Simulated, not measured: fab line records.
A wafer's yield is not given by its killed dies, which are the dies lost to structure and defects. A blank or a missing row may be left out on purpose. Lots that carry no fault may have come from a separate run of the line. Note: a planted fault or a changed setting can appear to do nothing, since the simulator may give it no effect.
Matching of chambers + flow gf180mcu + pecvd-03 running GF_CONTACT_CVD_02: 3 sister chambers
The step deposits SiO2 from TEOS, target thk 860 nm, time 95.992 s. 6 wafers are shown with their chamber, then 7 later ones without.

== WAFERS WITH THEIR CHAMBER ==
| wafer  | chamber | heater power w (W) | heater power outer w (W) |
|--------|---------|--------------------|--------------------------|
| L081.5 | 2       | 701                | 426                      |
| L084.4 | 0       | 732                | 392                      |
| L088.5 | 0       | 832                | 452                      |
| L088.6 | 2       | 623                | 368                      |
| L090.1 | 1       | 917                | 556                      |
| L090.4 | 1       | 972                | 570                      |

== WAFERS MISSING THEIR CHAMBER ==
| wafer  | heater power w (W) | heater power outer w (W) |
|--------|--------------------|--------------------------|
| L090.6 | 829                | 453                      |
| L092.1 | 685                | 430                      |
| L092.2 | 904                | 549                      |
| L092.3 | 833                | 459                      |
| L096.1 | 646                | 388                      |
| L096.3 | 846                | 500                      |
| L096.6 | 847                | 466                      |

== CHAMBER TAKEN BY EACH ==
| wafer  | from the rows above          | in truth |
|--------|------------------------------|----------|
| L090.6 | 0                            | 0        |
| L092.1 | can't be placed: 2 or 0      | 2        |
| L092.2 | 1                            | 1        |
| L092.3 | 0                            | 0        |
| L096.1 | 2                            | 2        |
| L096.3 | can't be placed: 1 or 0 or 2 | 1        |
| L096.6 | can't be placed: 0 or 1      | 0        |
4 of 7 placed correctly. From these rows, 3 cannot be placed; in 3 the true chamber is one of the candidates. 0 placed wrongly.
How it was worked out, from the rows above alone: a wafer's distance from a chamber is the root of the sum, over the readings, of the square of ((its reading less the chamber's mean) divided by the reading's scatter). If the next closest chamber is less than 2 further off than the closest, the wafer can't be placed; otherwise it belongs to the closest. The mean given for a chamber averages the wafers shown for that chamber. The scatter is the square root of a quotient: the sum, over the shown wafers, of each reading's squared deviation from its chamber's mean, divided by wafers minus chambers.
